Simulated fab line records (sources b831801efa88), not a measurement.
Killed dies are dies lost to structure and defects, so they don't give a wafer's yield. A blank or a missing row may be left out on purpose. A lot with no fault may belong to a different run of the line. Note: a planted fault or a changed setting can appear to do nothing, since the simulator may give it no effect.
Code-filled problem report in 8D (eight disciplines) form	flow gf180mcu	the parts of the form that need people (team, actions taken, sign-off) are left out

== 1. WHAT WENT WRONG ==
Mean NSD_RS at GF_PSD_RS_MEAS_14: 44.33 ohm/sq over 6 wafers in 2 lots; fault-free wafers: 46.14 ohm/sq, standard deviation 0.09. Measured from the usual mean, that is -20 standard deviations.
The step: measures by four-point-probe.
The first sign was on wafer L400.1 at day 21 11:06, on film metro-04. The record has a number at this step for 33 wafers belonging to 11 lots. By rule, "out" or "out of limits" means more than 4 standard deviations away from the usual mean. The rest of the wafers with a number are treated as sound.

== 2. WHAT IT IS AND WHAT IT IS NOT ==
question	is	is not
which readings at this step	NSD_RS	-
which lots	L400, L401	L380, L383, L384, L385, L389, L390, L394, L402, L403
which wafers of those lots	all that have a number	-
read on which gauges	film metro-04	film metro-01, film metro-02
when	from day 21 11:06	up to then (21 sound wafers); but 6 sound wafers of L402, L403 came after

== 3. SUSPECTS, AND WHAT RULES EACH OUT ==
Counting: a tool at a process step up to the reading stays a suspect if it ran every lot that is out and no sound lot after the first of them.
- the gauge at GF_PSD_RS_MEAS_14 is ruled out. All the wafers that are out were read on film metro-04, but those of them that GF_NSD_IMPLANT_09 has rows for are out there too, on other tools.
- implanter-03 at GF_NSD_IMPLANT_09: kept. Every lot that is out went through it, starting with L400 (day 20 10:52), and after that it ran no sound lot; the last sound lot it ran before then is L394 (day 17 22:49). Out on those wafers are its own readings of beam on s, dose ions cm2.
The count leaves implanter-03 at GF_NSD_IMPLANT_09.

== 4. THE CAUSE (what the simulator had put in) ==
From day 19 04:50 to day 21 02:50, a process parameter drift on implanter-03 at GF_NSD_IMPLANT_09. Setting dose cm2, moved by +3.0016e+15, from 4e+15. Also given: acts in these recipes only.
Counting left only this tool.

== 5. THE CHAIN OF EFFECTS, in route order ==
Each row: a reading whose mean over the struck wafers that have a number lies more than 3 standard deviations from the usual. Only readings for which the record gives a usual standard deviation are gone through. hours: the time from each lot's start at the first step in this table that gives one to its start at this step, as a median over the lots. sigmas: the change in usual standard deviations.
hours	step	reading	usual	on struck wafers	change	sigmas
0	GF_NSD_IMPLANT_09	beam on s	19.6 s	37.0	+17.4	+12
0	GF_NSD_IMPLANT_09	dose ions cm2	3.999e+15	6.999e+15	+3.000e+15	+99 or more
0	GF_NSD_STRIP_11	strip time to endpoint s	22.95 s	24.00	+1.05	+22
25	GF_PSD_RS_MEAS_14	NSD_RS	46.14 ohm/sq	44.33	-1.81	-20
Its process steps:
- GF_NSD_IMPLANT_09
- GF_NSD_STRIP_11: strips in O2/N2.

== 6. HOW IT WOULD HAVE BEEN CAUGHT EARLIER ==
54 hours passed between the start of the fault at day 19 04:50 and the first reading out of limits at a measuring or inspecting step in this record, taken at day 21 11:06.
Tool's own readings at GF_NSD_IMPLANT_09, beam on s, dose ions cm2: out on all struck wafers the step has rows for; an alarm limit on them would have tripped on the first.
The start of GF_NSD_IMPLANT_09 on implanter-03 came by day 21 11:06 for every one of the lots that are out (2). Holding the tool at that point would not have protected any of them.
